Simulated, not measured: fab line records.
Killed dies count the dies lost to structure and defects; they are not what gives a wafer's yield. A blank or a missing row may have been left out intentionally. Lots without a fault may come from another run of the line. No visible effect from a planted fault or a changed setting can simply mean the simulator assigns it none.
Comparing a struck lot with a sound one -- flow sky130 -- 18 steps out of a route of 708
Sound: these wafers, L461.2, L461.4, L461.6. Struck: wafer L466.1. (L466.4, L466.5 of the same lot were not struck and are left out.) The cause comes at the end.
Order at every step that has rows: each side's tool, ch and its chambers, its first start. Under that, the readings that differ: sound wafers -- struck wafers -- difference of the means -- sigmas: that difference in standard deviations of wafers without a fault.
alike: same words and numbers on both sides, and readings whose means sit less than 2 such deviations apart. not compared: any withheld reading, any reading some wafer has no value for, any bound like >300 that may hide the same value, and any number with overlapping values for which the record gives no deviation.
A row with sigmas, a row that says differs or no value, or rows on one side alone: a step with any of these is where the two part. When numbers do not overlap yet have no deviation, they are printed without sigmas and do not part them. Lack of a reading on every wafer of one side parts them only where that side has two or more wafers.

first, 1 step without rows for these wafers: SKY_FIELD_ISO_DEVELOP_12 (develop time 60 s).
SKY_FIELD_ISO_CD_MEAS_13: the cd target is 150 nm.
  sound: cd_sem-02 at day 3 21:41; struck: cd_sem-01 at day 5 02:44
  alike: cd_nm
SKY_FIELD_ISO_ETCH_14: etches BARC in N2/H2, stops on SiO2, time 45.9 s, target depth 60 nm.
  sound on rie_diel-01 ch 0,3, day 3 21:47; struck on rie_diel-02 ch 0, day 5 02:51
  alike: bias_w, drypump_motor_current_A, oes_product_au, throttle_valve_pct
  not compared: rf_hours_counter_h
SKY_FIELD_ISO_ETCH_15: etches the open film in CHF3/O2, stops on Si, target depth 180 nm, time 72 s.
  sound on rie_diel-01 ch 0,3, day 3 21:50; struck on rie_diel-02 ch 0, day 5 02:53
  alike: bias_w, drypump_motor_current_A, oes_product_au, throttle_valve_pct
  not compared: rf_hours_counter_h
SKY_FIELD_ISO_STRIP_16: strips in O2/N2.
  sound on plasma_asher-04 ch 0,1, day 3 21:53; struck on plasma_asher-02 ch 0, day 5 02:57
  alike: drypump_motor_current_A, oes_product_au, strip_time_to_endpoint_s
  not compared: rf_hours_counter_h
SKY_FIELD_ISO_ETCH_17: etches Si in HBr/Cl2/O2, target depth 342 nm, time 97.7 s.
  sound on rie_si-02 ch 1,3, day 3 21:59; struck on rie_si-02 ch 0, day 5 03:03
reading,sound,struck,difference,sigmas
drypump_motor_current_A (A),6.12 5.96 6.12,5.39,-0.68,-2
  alike: bias_w, oes_product_au, throttle_valve_pct
  not compared: rf_hours_counter_h
then, 5 steps without rows for these wafers: SKY_FIELD_ISO_WET_ETCH_18 (etches Si3N4 in H3PO4, target depth 25 nm, time 286 s); SKY_FIELD_ISO_CLEAN_19 (cleans in SC1/SC2, time 150 s); SKY_FIELD_ISO_CLEAN_20 (cleans in dHF, time 20 s); SKY_FIELD_ISO_WET_ETCH_21 (etches SiO2 in dHF, target depth 20 nm, time 400 s); SKY_FIELD_ISO_OXIDATION_22 (stabilise 600 s, purge 300 s, target thk 10 nm).
SKY_FIELD_ISO_THK_MEAS_23:
  sound: film_metro-01 at day 4 00:49; struck: film_metro-03 at day 5 04:35
  alike: FIELD_ISO_OXIDATION_01_THK
SKY_FIELD_ISO_CVD_24: deposits SiO2, target thk 595 nm, time 99.2 s.
  sound on hdpcvd-02 ch 0,1, day 4 00:52; struck on hdpcvd-02 ch 1, day 5 04:39
reading,sound,struck,difference,sigmas
model.SiO2_of_FIELD_ISO_CVD_24.thk_nm (nm),602.3 599.3 596.4,762.2,+162.9,
SKY_FIELD_ISO_THK_MEAS_25:
  sound: film_metro-04 at day 4 00:57; struck: film_metro-01 at day 5 04:46
reading,sound,struck,difference,sigmas
FIELD_ISO_CVD_24_THK (nm),602 600 597,762,+162,+27
then, 1 step without rows for these wafers: SKY_FIELD_ISO_ANNEAL_26 (time 1800 s).
SKY_FIELD_ISO_CMP_27: polishes, stops on Si3N4, t overpolish 16 s, target thk 457.8 nm.
  sound on cmp-02 ch 0,2, day 4 03:39; struck on cmp-01 ch 2, day 5 07:36
reading,sound,struck,difference,sigmas
time_to_endpoint_s (s),110 114 110,140,+29,+8
  alike: motor_current_A
then, 1 step without rows for these wafers: SKY_FIELD_ISO_WET_ETCH_28 (etches SiO2 in dHF, target depth 23.7 nm, time 47 s).
SKY_PAD_OPEN_PROBE_99:
  the record holds rows for the sound wafers here (prober-02, day 47 19:47) but none for the struck ones

== WHERE THEY PART ==
First at SKY_FIELD_ISO_ETCH_17; last, within this record, at SKY_PAD_OPEN_PROBE_99.

WHY: the cause the simulator had injected
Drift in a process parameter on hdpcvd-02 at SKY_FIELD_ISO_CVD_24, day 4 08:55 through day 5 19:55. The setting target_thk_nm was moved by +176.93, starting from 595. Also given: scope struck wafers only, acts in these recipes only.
